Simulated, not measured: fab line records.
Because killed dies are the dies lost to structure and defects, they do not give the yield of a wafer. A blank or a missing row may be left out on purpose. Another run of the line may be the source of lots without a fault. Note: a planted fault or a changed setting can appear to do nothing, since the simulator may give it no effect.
Which tool did it? | flow gf180mcu | 14 lots, 42 wafers sampled, at 5 steps of a route of 602

## WHAT THE GAUGES READ, wafer by wafer
GF_HV_LDD_CD_MEAS_07: the cd target is 400 nm. Usual: 399.6 nm for cd nm, sd 2.4.
lot  | measured     | on        | cd nm (nm)        | flag
L156 | day 10 00:37 | cd sem-01 | 396.2 398.1 399.8 |
L159 | day 10 23:03 | cd sem-02 | 403.9 401.7 405.8 |
L160 | day 11 14:30 | cd sem-01 | 405.4 402.9 403.7 |
L163 | day 12 20:06 | cd sem-01 | 399.8 397.7 399.7 |
L164 | day 12 20:11 | cd sem-02 | 396.7 396.5 399.7 |
L165 | day 13 14:12 | cd sem-02 | 399.9 399.5 398.5 |
L166 | day 13 14:29 | cd sem-02 | 397.3 397.1 398.9 |
L168 | day 14 10:47 | cd sem-01 | 401.5 400.5 401.7 |
L170 | day 14 18:30 | cd sem-01 | 409.2 412.5 410.5 | OFF
L172 | day 15 08:41 | cd sem-01 | 400.6 401.3 401.8 |
L174 | day 15 13:13 | cd sem-01 | 408.4 408.0 408.9 | OFF
L177 | day 16 12:39 | cd sem-01 | 398.8 398.2 398.2 |
L178 | day 17 01:21 | cd sem-02 | 402.6 402.2 401.5 |
L179 | day 17 04:09 | cd sem-01 | 401.2 399.2 397.9 |

GF_M4_THK_MEAS_06: measures by xrf. Usual: M4_ALCU_THK gives 459 nm (standard deviation 5.6).
lot  | measured     | on            | M4_ALCU_THK (nm) | flag
L156 | day 22 11:28 | film metro-01 | 460 467 455      |
L159 | day 23 11:50 | film metro-01 | 460 459 464      |
L160 | day 24 08:40 | film metro-03 | 463 463 459      |
L163 | day 25 20:20 | film metro-03 | 465 462 458      |
L164 | day 25 20:02 | film metro-02 | 452 459 457      |
L165 | day 26 15:43 | film metro-03 | 467 465 463      |
L166 | day 26 16:38 | film metro-01 | 457 469 458      |
L168 | day 27 11:57 | film metro-01 | 463 457 457      |
L170 | day 27 18:41 | film metro-01 | 457 459 455      |
L172 | day 28 07:10 | film metro-01 | 458 459 453      |
L174 | day 28 11:37 | film metro-01 | 462 459 460      |
L177 | day 29 10:12 | film metro-02 | 461 455 458      |
L178 | day 29 18:23 | film metro-01 | 459 462 458      |
L179 | day 29 20:23 | film metro-01 | 469 462 466      |

GF_PASSIVATION_THK_MEAS_01. Usual: PASSIVATION_CVD_00_THK gives 1001 nm (standard deviation 12).
lot  | measured     | on            | PASSIVATION_CVD_00_THK (nm) | flag
L156 | day 28 02:18 | film metro-04 | 993 1038 1027               |
L159 | day 28 22:13 | film metro-04 | 1003 1003 1005              |
L160 | day 29 17:39 | film metro-02 | 977 993 1010                |
L163 | day 31 01:25 | film metro-03 | 990 1010 1001               |
L164 | day 30 23:52 | film metro-04 | 983 993 995                 |
L165 | day 31 16:43 | film metro-04 | 986 979 998                 |
L166 | day 31 18:22 | film metro-02 | 1019 1019 1018              |
L168 | day 32 10:11 | film metro-02 | 986 992 1003                |
L170 | day 32 17:43 | film metro-04 | 996 988 1005                |
L172 | day 33 01:22 | film metro-04 | 983 999 1007                |
L174 | day 33 07:55 | film metro-02 | 1003 1023 1012              |
L177 | day 34 01:13 | film metro-04 | 998 1003 1020               |
L178 | day 34 09:12 | film metro-04 | 991 1001 992                |
L179 | day 34 09:44 | film metro-03 | 988 1004 992                |

## WHAT TOOL EACH LOT RAN ON (gives the tool, then ch and the chambers of the sampled wafers, and finally the start)
lot  | GF_HV_LDD_DEVELOP_06              | GF_MIM_SPUTTER_04
L156 | litho track-04 ch 0, day 10 00:28 | pvd sputter-01, day 24 11:21
L159 | litho track-04 ch 0, day 10 22:54 | pvd sputter-02, day 25 09:47
L160 | litho track-02 ch 0, day 11 14:22 | pvd sputter-04, day 26 06:19
L163 | litho track-04 ch 0, day 12 19:57 | pvd sputter-01, day 27 16:02
L164 | litho track-02 ch 0, day 12 20:02 | pvd sputter-01, day 27 15:35
L165 | litho track-02 ch 0, day 13 14:03 | pvd sputter-04, day 28 09:40
L166 | litho track-04 ch 0, day 13 14:10 | pvd sputter-04, day 28 10:43
L168 | litho track-02 ch 0, day 14 10:38 | pvd sputter-04, day 29 05:23
L170 | litho track-04 ch 0, day 14 18:21 | pvd sputter-02, day 29 11:55
L172 | litho track-01 ch 0, day 15 08:32 | pvd sputter-04, day 29 23:51
L174 | litho track-04 ch 0, day 15 13:04 | pvd sputter-02, day 30 04:35
L177 | litho track-02 ch 0, day 16 12:30 | pvd sputter-01, day 31 01:14
L178 | litho track-01 ch 0, day 17 01:13 | pvd sputter-01, day 31 10:10
L179 | litho track-01 ch 0, day 17 04:01 | pvd sputter-01, day 31 11:31
- GF_HV_LDD_DEVELOP_06: develop time 60 s.
- GF_MIM_SPUTTER_04: material TiN, target thk 50 nm, time 41.7 s.

## WHAT THE TOOLS THEMSELVES READ (means of the sampled wafers that have a number; where no wafer has one, the mark that the record gives instead)
GF_HV_LDD_DEVELOP_06. Usual: 22.99 C for developer temp C, sd 0.11.
lot  | tool           | developer temp C (C) | flag
L156 | litho track-04 | 23.10                |
L159 | litho track-04 | 23.02                |
L160 | litho track-02 | 22.89                |
L163 | litho track-04 | 23.08                |
L164 | litho track-02 | 22.98                |
L165 | litho track-02 | 22.93                |
L166 | litho track-04 | 22.90                |
L168 | litho track-02 | 22.92                |
L170 | litho track-04 | 20.54                | OFF
L172 | litho track-01 | 22.98                |
L174 | litho track-04 | 20.77                | OFF
L177 | litho track-02 | 23.02                |
L178 | litho track-01 | 23.11                |
L179 | litho track-01 | 23.03                |

GF_MIM_SPUTTER_04. Usual: 29.6 % for throttle valve pct, sd 0.53.
lot  | tool           | throttle valve pct (%) | flag
L156 | pvd sputter-01 | 29.3                   |
L159 | pvd sputter-02 | 29.7                   |
L160 | pvd sputter-04 | 29.6                   |
L163 | pvd sputter-01 | 29.2                   |
L164 | pvd sputter-01 | 29.6                   |
L165 | pvd sputter-04 | 29.5                   |
L166 | pvd sputter-04 | 29.2                   |
L168 | pvd sputter-04 | 29.5                   |
L170 | pvd sputter-02 | 29.7                   |
L172 | pvd sputter-04 | 29.6                   |
L174 | pvd sputter-02 | 29.4                   |
L177 | pvd sputter-01 | 30.0                   |
L178 | pvd sputter-01 | 29.5                   |
L179 | pvd sputter-01 | 30.0                   |

## THE ANSWER, worked out from the rows above alone
Rule: a lot counts as off when the mean over its wafers that have a number is more than 3 standard deviations away from the usual mean. Also off: a lot with no number at a reading for which 4 or more lots have one. Any other lot the step has rows for is counted as sound. First the gauges in route order, then the tools' own readings, where a lot's mean is used as printed above. The first step at which some lot is off is used, and at that step the reading that is off furthest; a lot without a number counts as furthest.
Off, at GF_HV_LDD_CD_MEAS_07 on cd nm: L170, L174.
If a tool, at a process step before that reading, ran all the lots that are off and no sound lot after the first of them, it fits. Not tried: the gauges at GF_HV_LDD_CD_MEAS_07; whatever is off there is also off at GF_HV_LDD_DEVELOP_06, on other tools, and gauge error can't account for it. One fits: GF_HV_LDD_DEVELOP_06 on litho track-04. Its last sound lot is L166 (day 13 14:10), its first lot that is off L170 (day 14 18:21): a fault that began between those two fits.
The tool's own readings at GF_HV_LDD_DEVELOP_06 bear it out: on the lots that are off they differ by more than 5 times the standard deviation of the sound lots' means. developer temp C reads 20.66 C there against 23.00 C on the sound lots.

## WHAT HAD BEEN PUT IN BY THE SIMULATOR
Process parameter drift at GF_HV_LDD_DEVELOP_06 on litho track-04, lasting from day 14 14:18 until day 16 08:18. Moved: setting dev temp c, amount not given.
Lots struck among those shown: L170, L174. The same result came from the rule above.
